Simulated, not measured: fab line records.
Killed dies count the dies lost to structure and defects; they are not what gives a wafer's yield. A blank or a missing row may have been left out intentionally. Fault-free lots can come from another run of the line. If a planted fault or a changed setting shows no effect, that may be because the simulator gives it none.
Which of the tools did it?    flow gf180mcu    6 lots, 18 wafers sampled, at 1 step of a route of 602

## WHAT EACH GAUGE READ, for each wafer
GF_M1_OVL_MEAS_15.
lot   measured      on          M1_OVL (nm)
L617  day 18 11:58  overlay-02  3 9 3
L621  day 20 08:05  overlay-02  -1 2 1
L623  day 20 23:07  overlay-01  3 -2 1
L626  day 22 07:35  overlay-01  -2 -4 -4
L629  day 23 04:55  overlay-02  -2 2 0
L635  day 24 21:52  overlay-01  -6 1 -2

## WHICH TOOL RAN EACH LOT (tool, then ch and the chambers of the sampled wafers, then the start)
Record: no process step prior to these readings.

## THE ANSWER, worked out from the rows above alone
Rule: what is usual is taken from the lots themselves. Put in order of their means at a reading, lots are off if they are a third of the lots or fewer, leave a main group of 4 or more, and stand apart from it by a gap of 3 or more times the standard deviation of the main group's means; of several such gaps the widest counts. Not used: any main group whose means are identical at the precision the tables above print for the reading. Also off: a lot with no number at a reading for which 4 or more lots have one. Any other lot the step has rows for is counted as sound.
No lot is off at any reading shown: from this, nothing can be told.

## WHAT THE SIMULATOR HAD INSERTED
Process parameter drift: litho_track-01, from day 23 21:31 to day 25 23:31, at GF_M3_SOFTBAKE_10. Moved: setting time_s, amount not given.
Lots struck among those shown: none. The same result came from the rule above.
